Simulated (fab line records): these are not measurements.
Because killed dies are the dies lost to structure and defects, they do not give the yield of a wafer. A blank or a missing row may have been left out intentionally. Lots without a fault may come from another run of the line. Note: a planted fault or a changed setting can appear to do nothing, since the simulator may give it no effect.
fab line records -- flow sfq_line
record: lots: 14, wafers: 42, last_day: 91
route steps=325 shown M1@59 I1@84 M2@89
lots that met no fault: from a run of the same line without faults
start_h: the number of hours between the record's first day and the start of the first shown wafer of the lot -- wait_h: hours elapsed since this lot's preceding step -- " identical to the entry in the row above -- L1.1+2: a single row standing in for several wafers -- - no value, or no start given -- * or withheld: withheld -- < > ~ a bound
route shown NAME@n: NAME is a module with steps in the file, n the number in the route of the first one -- usual: mean/standard deviation taken from wafers without a fault -- same: alike in all rows -- chamber/n: place in a boat -- sites: each site's reading -- _std_site: standard deviation of those values -- _edge_site: inner sites' mean taken away from outer sites' mean -- radius_mm: for every site, how far away it sits from the centre of the wafer -- mask NAME#n: copy n -- behind: the most recent tool/chamber to have shaped the wafer -- hold: cause of the lot's hold/its duration in hours/its outcome -- device: transistor that didn't switch, given as n, p or np -- end of line: the tests these same wafers got at the end of their route -- a step without rows: its recipe alone -- killed: not the wafer's yield, but the dies lost to structure and defects at the first sort -- map: a wafer's dies, x killed, . not, _ none there
set.NAME: the setting as run; set.NAME@STEP: as run at that earlier step -- model.NAME: the simulator's own value behind a step, which no gauge read
route steps across a sampled set of lots; one table per step, one row per wafer
services: from which hour (start_h, from the record's first day; less than 0 if before it) a tool's chamber was out of use, for how many hours, and why
== steps ==
step: SFQ_TRILAYER_M1_DEP_SPUTTER_037
recipe: material: Nb, base_pressure_pa: 1.33e-06, chamber_pressure_pa: 0.1333, substrate_temp_c: 20, resputter_cathode_voltage_v: 400, target_thk_nm: 200, power_w: 2000, time_s: 133.3
usual: cathode_dc_power_W: 2000.0/0.33, throttle_valve_pct: 30.3/1.1
lot.wafer,tool,chamber,start_h,wait_h,cathode_dc_power_W,throttle_valve_pct
L553.2,pvd_sputter-05,-,454.84,0.0,1999.7,30.8
L553.4,pvd_sputter-05,-,454.84,0.0,1999.4,29.7
L553.5,pvd_sputter-05,-,454.84,0.0,1999.9,32.0
L554.3,pvd_sputter-06,-,465.04,0.0,1999.9,29.7
L554.5,pvd_sputter-06,-,465.04,0.0,1999.8,30.0
L554.6,pvd_sputter-06,-,465.04,0.0,2000.2,30.8
L555.1,pvd_sputter-04,-,477.17,0.0,1999.4,30.8
L555.4,pvd_sputter-04,-,477.17,0.0,2000.6,30.7
L555.6,pvd_sputter-04,-,477.17,0.0,1999.8,29.4
L556.4,pvd_sputter-06,-,479.57,0.0,2000.2,29.3
L556.5,pvd_sputter-06,-,479.57,0.0,2000.4,30.0
L556.6,pvd_sputter-06,-,479.57,0.0,2000.2,31.0
L557.1,pvd_sputter-04,-,480.77,0.0,2000.3,30.7
L557.4,pvd_sputter-04,-,480.77,0.0,2000.0,31.3
L557.6,pvd_sputter-04,-,480.77,0.0,1999.3,30.7
L560.3,pvd_sputter-05,-,491.77,0.0,2000.0,29.6
L560.4,pvd_sputter-05,-,491.77,0.0,1999.5,31.1
L560.6,pvd_sputter-05,-,491.77,0.0,2000.3,31.9
L561.1,pvd_sputter-06,-,495.45,0.0,2000.3,30.6
L561.2,pvd_sputter-06,-,495.45,0.0,1999.7,29.6
L561.6,pvd_sputter-06,-,495.45,0.0,2000.0,30.0
L562.2,pvd_sputter-04,-,496.37,0.0,2000.1,30.7
L562.3,pvd_sputter-04,-,496.37,0.0,2000.2,31.1
L562.5,pvd_sputter-04,-,496.37,0.0,1999.9,29.4
L563.1,pvd_sputter-06,-,502.54,0.0,2000.3,30.6
L563.2,pvd_sputter-06,-,502.54,0.0,1999.5,29.8
L563.4,pvd_sputter-06,-,502.54,0.0,2000.4,29.7
L564.2,pvd_sputter-06,-,531.37,0.0,2000.0,31.0
L564.4,pvd_sputter-06,-,531.37,0.0,2000.1,29.8
L564.6,pvd_sputter-06,-,531.37,0.0,1999.9,29.7
L567.1,pvd_sputter-04,-,561.29,0.0,2000.0,31.2
L567.2,pvd_sputter-04,-,561.29,0.0,2000.4,28.2
L567.5,pvd_sputter-04,-,561.29,0.0,2000.6,30.9
L570.1,pvd_sputter-04,-,596.72,0.0,2072.1,31.2
L570.4,pvd_sputter-04,-,596.72,0.0,2071.9,30.8
L570.6,pvd_sputter-04,-,596.72,0.0,2071.8,29.4
L573.2,pvd_sputter-04,-,618.58,0.0,2072.3,27.9
L573.4,pvd_sputter-04,-,618.58,0.0,2071.1,30.7
L573.6,pvd_sputter-04,-,618.58,0.0,2072.2,29.2
L575.1,pvd_sputter-05,-,652.10,0.0,1999.3,31.9
L575.5,pvd_sputter-05,-,652.10,0.0,2000.9,31.0
L575.6,pvd_sputter-05,-,652.10,0.0,2000.4,31.5
step: SFQ_TRILAYER_M1_BARC_OPEN_METAL_ETCH_054
recipe: mask_material: PR, chemistry: O2, target_depth_nm: 125, target: BARC, icp_w: 600, bias_w: 80, pressure_mtorr: 10, time_s: 41.7
usual: drypump_motor_current_A: 6.0/0.49, oes_product_au: 0.686/0.0045
lot.wafer,tool,chamber,start_h,wait_h,drypump_motor_current_A,oes_product_au,rf_hours_counter_h
L553.2,rie_metal-04,1,604.22,0.0,6.2,0.689,24
L553.4,rie_metal-04,1,604.22,0.0,6.2,0.682,-
L553.5,rie_metal-04,0,604.22,0.0,6.2,0.680,-
L554.3,rie_metal-04,1,611.44,0.0,6.2,0.689,-
L554.5,rie_metal-04,1,611.44,0.0,6.2,0.687,-
L554.6,rie_metal-04,0,611.44,0.0,6.2,0.683,-
L555.1,rie_metal-02,1,619.82,0.0,5.1,0.687,52
L555.4,rie_metal-02,0,619.82,0.0,6.3,0.691,-
L555.6,rie_metal-02,1,619.82,0.0,5.1,0.683,-
L556.4,rie_metal-01,0,622.25,0.0,5.5,0.689,-
L556.5,rie_metal-01,1,622.25,0.0,6.6,0.684,-
L556.6,rie_metal-01,0,622.25,0.0,5.5,0.695,-
L557.1,rie_metal-02,0,624.74,0.0,6.3,0.685,121
L557.4,rie_metal-02,0,624.74,0.0,6.3,0.686,-
L557.6,rie_metal-02,1,624.74,0.0,5.0,0.688,-
L560.3,rie_metal-04,0,636.76,0.0,6.2,0.680,-
L560.4,rie_metal-04,1,636.76,0.0,6.2,0.688,-
L560.6,rie_metal-04,0,636.76,0.0,6.2,0.683,-
L561.1,rie_metal-02,0,640.34,0.0,6.3,0.690,124
L561.2,rie_metal-02,1,640.34,0.0,5.1,0.685,55
L561.6,rie_metal-02,1,640.34,0.0,5.1,0.691,-
L562.2,rie_metal-04,1,643.94,0.0,6.2,0.693,30
L562.3,rie_metal-04,0,643.94,0.0,6.2,0.691,-
L562.5,rie_metal-04,0,643.94,0.0,6.2,0.688,-
L563.1,rie_metal-04,1,653.54,0.0,6.2,0.686,32
L563.2,rie_metal-04,0,653.54,0.0,6.2,0.684,90
L563.4,rie_metal-04,1,653.54,0.0,6.2,0.680,-
L564.2,rie_metal-02,1,682.47,0.0,5.1,0.683,60
L564.4,rie_metal-02,0,682.47,0.0,6.3,0.680,-
L564.6,rie_metal-02,1,682.47,0.0,5.1,0.685,-
L567.1,rie_metal-02,1,709.12,0.0,5.1,0.684,64
L567.2,rie_metal-02,0,709.12,0.0,6.3,0.683,133
L567.5,rie_metal-02,0,709.12,0.0,6.3,0.678,-
L570.1,rie_metal-04,0,737.70,0.0,6.2,0.696,101
L570.4,rie_metal-04,0,737.70,0.0,6.2,0.685,-
L570.6,rie_metal-04,0,737.70,0.0,6.2,0.684,-
L573.2,rie_metal-04,0,760.50,0.0,6.2,0.691,104
L573.4,rie_metal-04,0,760.50,0.0,6.2,0.680,-
L573.6,rie_metal-04,0,760.50,0.0,6.2,0.676,-
L575.1,rie_metal-01,1,788.01,0.0,6.6,0.684,89
L575.5,rie_metal-01,0,788.01,0.0,5.5,0.680,-
L575.6,rie_metal-01,1,788.01,0.0,6.6,0.684,-
step: SFQ_TRILAYER_I1_VIA_BARC_OPEN_VIA_ETCH_071
recipe: mask_material: PR, chemistry: O2, target_depth_nm: 125, target: BARC, source_w: 500, bias_w: 80, pressure_mtorr: 30, time_s: 41.7
usual: drypump_motor_current_A: 5.7/0.61, oes_product_au: 0.685/0.0052
lot.wafer,tool,chamber,start_h,wait_h,drypump_motor_current_A,oes_product_au,rf_hours_counter_h
L553.2,rie_diel-04,0,617.45,0.0,5.7,0.684,12
L553.4,rie_diel-04,1,617.45,0.0,4.7,0.692,51
L553.5,rie_diel-04,2,617.45,0.0,6.5,0.682,-
L554.3,rie_diel-04,3,629.50,0.0,6.1,0.694,68
L554.5,rie_diel-04,2,629.50,0.0,6.5,0.691,-
L554.6,rie_diel-04,3,629.50,0.0,6.1,0.693,-
L555.1,rie_diel-02,3,636.40,0.0,6.2,0.683,6
L555.4,rie_diel-02,2,636.40,0.0,4.7,0.682,49
L555.6,rie_diel-02,2,636.40,0.0,4.7,0.683,-
L556.4,rie_diel-04,0,640.00,0.0,5.7,0.688,12
L556.5,rie_diel-04,3,640.00,0.0,6.1,0.681,-
L556.6,rie_diel-04,2,640.00,0.0,6.5,0.680,-
L557.1,rie_diel-03,0,641.20,0.0,5.8,0.691,13
L557.4,rie_diel-03,1,641.20,0.0,4.9,0.683,4
L557.6,rie_diel-03,2,641.20,0.0,5.7,0.687,-
L560.3,rie_diel-02,1,654.70,0.0,6.0,0.684,58
L560.4,rie_diel-02,3,654.70,0.0,6.2,0.679,7
L560.6,rie_diel-02,3,654.70,0.0,6.2,0.684,-
L561.1,rie_diel-03,3,657.10,0.0,5.9,0.676,24
L561.2,rie_diel-03,2,657.10,0.0,5.6,0.679,48
L561.6,rie_diel-03,1,657.10,0.0,4.9,0.683,-
L562.2,rie_diel-04,1,659.50,0.0,4.7,0.690,51
L562.3,rie_diel-04,0,659.50,0.0,5.7,0.682,12
L562.5,rie_diel-04,0,659.50,0.0,5.7,0.684,-
L563.1,rie_diel-02,3,688.98,0.0,6.2,0.679,8
L563.2,rie_diel-02,0,688.98,0.0,6.0,0.680,0
L563.4,rie_diel-02,2,688.98,0.0,4.7,0.678,50
L564.2,rie_diel-04,1,690.18,0.0,4.7,0.685,51
L564.4,rie_diel-04,2,690.18,0.0,6.5,0.691,6
L564.6,rie_diel-04,2,690.18,0.0,6.5,0.686,-
L567.1,rie_diel-04,2,716.76,0.0,6.5,0.686,7
L567.2,rie_diel-04,3,716.76,0.0,6.1,0.678,0
L567.5,rie_diel-04,2,716.76,0.0,6.6,0.677,-
L570.1,rie_diel-04,2,750.41,0.0,6.6,0.688,7
L570.4,rie_diel-04,3,750.41,0.0,6.1,0.689,-
L570.6,rie_diel-04,0,750.41,0.0,5.7,0.684,-
L573.2,rie_diel-04,2,775.12,0.0,6.5,0.690,8
L573.4,rie_diel-04,0,775.12,0.0,5.7,0.688,14
L573.6,rie_diel-04,1,775.12,0.0,4.7,0.692,-
L575.1,rie_diel-04,3,807.64,0.0,6.1,0.679,2
L575.5,rie_diel-04,0,807.64,0.0,5.7,0.684,-
L575.6,rie_diel-04,2,807.64,0.0,6.6,0.693,-
step: SFQ_TRILAYER_M2_DEP_SPUTTER_055
recipe: material: Nb, base_pressure_pa: 1.33e-06, chamber_pressure_pa: 0.1333, substrate_temp_c: 20, resputter_cathode_voltage_v: 400, target_thk_nm: 200, power_w: 2000, time_s: 133.3
usual: cathode_dc_power_W: 2000.0/0.39, throttle_valve_pct: 30.6/0.67
lot.wafer,tool,chamber,start_h,wait_h,cathode_dc_power_W,throttle_valve_pct
L553.2,pvd_sputter-06,-,618.43,0.0,1999.5,30.7
L553.4,pvd_sputter-06,-,618.43,0.0,2000.6,30.9
L553.5,pvd_sputter-06,-,618.43,0.0,2000.2,30.8
L554.3,pvd_sputter-06,-,630.94,0.0,2000.4,29.7
L554.5,pvd_sputter-06,-,630.94,0.0,2000.0,30.7
L554.6,pvd_sputter-06,-,630.94,0.0,1999.4,30.9
L555.1,pvd_sputter-06,-,637.35,0.0,1999.6,30.9
L555.4,pvd_sputter-06,-,637.35,0.0,1999.5,30.1
L555.6,pvd_sputter-06,-,637.35,0.0,2000.6,29.8
L556.4,pvd_sputter-06,-,641.13,0.0,1999.9,30.8
L556.5,pvd_sputter-06,-,641.13,0.0,1999.8,31.1
L556.6,pvd_sputter-06,-,641.13,0.0,1999.8,29.9
L557.1,pvd_sputter-03,-,642.15,0.0,1999.6,30.2
L557.4,pvd_sputter-03,-,642.15,0.0,1999.7,30.7
L557.6,pvd_sputter-03,-,642.15,0.0,1999.5,30.2
L560.3,pvd_sputter-03,-,655.65,0.0,2000.0,30.9
L560.4,pvd_sputter-03,-,655.65,0.0,2000.0,31.3
L560.6,pvd_sputter-03,-,655.65,0.0,1999.9,30.9
L561.1,pvd_sputter-06,-,658.05,0.0,2000.0,29.3
L561.2,pvd_sputter-06,-,658.05,0.0,2000.4,29.9
L561.6,pvd_sputter-06,-,658.05,0.0,2000.7,29.6
L562.2,pvd_sputter-03,-,660.45,0.0,1999.6,31.1
L562.3,pvd_sputter-03,-,660.45,0.0,2000.3,31.0
L562.5,pvd_sputter-03,-,660.45,0.0,2000.3,31.2
L563.1,pvd_sputter-06,-,689.94,0.0,1999.9,30.7
L563.2,pvd_sputter-06,-,689.94,0.0,1999.6,29.7
L563.4,pvd_sputter-06,-,689.94,0.0,2000.7,30.9
L564.2,pvd_sputter-03,-,691.14,0.0,2000.2,31.2
L564.4,pvd_sputter-03,-,691.14,0.0,2000.3,31.2
L564.6,pvd_sputter-03,-,691.14,0.0,2000.1,30.9
L567.1,pvd_sputter-05,-,717.72,0.0,2000.1,31.2
L567.2,pvd_sputter-05,-,717.72,0.0,1999.6,29.7
L567.5,pvd_sputter-05,-,717.72,0.0,2000.1,31.7
L570.1,pvd_sputter-05,-,751.37,0.0,1999.5,31.0
L570.4,pvd_sputter-05,-,751.37,0.0,1999.9,29.6
L570.6,pvd_sputter-05,-,751.37,0.0,1999.8,31.6
L573.2,pvd_sputter-03,-,776.08,0.0,1999.3,31.0
L573.4,pvd_sputter-03,-,776.08,0.0,2000.0,31.1
L573.6,pvd_sputter-03,-,776.08,0.0,2000.1,30.7
L575.1,pvd_sputter-03,-,809.37,0.0,1999.9,30.4
L575.5,pvd_sputter-03,-,809.37,0.0,2000.2,30.9
L575.6,pvd_sputter-03,-,809.37,0.0,2000.1,30.9
== services ==
tool,chamber,start_h,hours,kind
rie_diel-04,-,432.51,1.2,repair
rie_metal-04,-,438.10,2.8,pm
pvd_sputter-06,-,454.07,1.0,repair
pvd_sputter-05,-,466.21,2.4,repair
rie_metal-02,-,474.70,2.8,pm
rie_diel-04,1,484.00,5.6,repair
pvd_sputter-05,-,510.98,2.3,repair
pvd_sputter-05,-,564.85,13.4,repair
rie_diel-04,3,567.75,8.8,repair
rie_diel-04,1,567.86,2.7,repair
pvd_sputter-05,-,594.28,4.6,repair
rie_metal-04,-,599.17,0.8,repair
rie_metal-04,-,602.17,0.3,repair
rie_diel-04,3,618.32,2.1,repair
rie_diel-04,1,641.79,9.4,repair
rie_metal-04,0,667.27,3.8,repair
rie_metal-04,-,673.15,1.4,pm
rie_diel-04,0,699.71,5.8,repair
pvd_sputter-06,-,701.76,12.0,repair
pvd_sputter-03,-,724.75,2.4,repair
pvd_sputter-03,-,737.84,5.4,repair
pvd_sputter-03,-,748.91,6.1,repair
rie_diel-04,1,786.04,30.3,repair
rie_metal-04,-,789.94,2.1,repair
== key ==
first_sign: step: SFQ_TRILAYER_M1_DEP_SPUTTER_037, reading: cathode_dc_power_W, direction: up, sigmas: 99+, usual: 2000.0, struck: 2071.9
effect none on later readings
met_at SFQ_TRILAYER_M1_DEP_SPUTTER_037
struck_lots L570,L573
not_acting_at SFQ_TRILAYER_M1_BARC_OPEN_METAL_ETCH_054,SFQ_TRILAYER_I1_VIA_BARC_OPEN_VIA_ETCH_071,SFQ_TRILAYER_M2_DEP_SPUTTER_055
onset_between 561.29 596.72
fault: kind: process_parameter_drift, tool: pvd_sputter-04, chamber: -, onset_h: 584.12, steps: SFQ_TRILAYER_M1_DEP_SPUTTER_037, channel: power_w, offset: 71.661, shape: step, end_h: 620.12, acts_in: these_recipes_only, stated: 2000
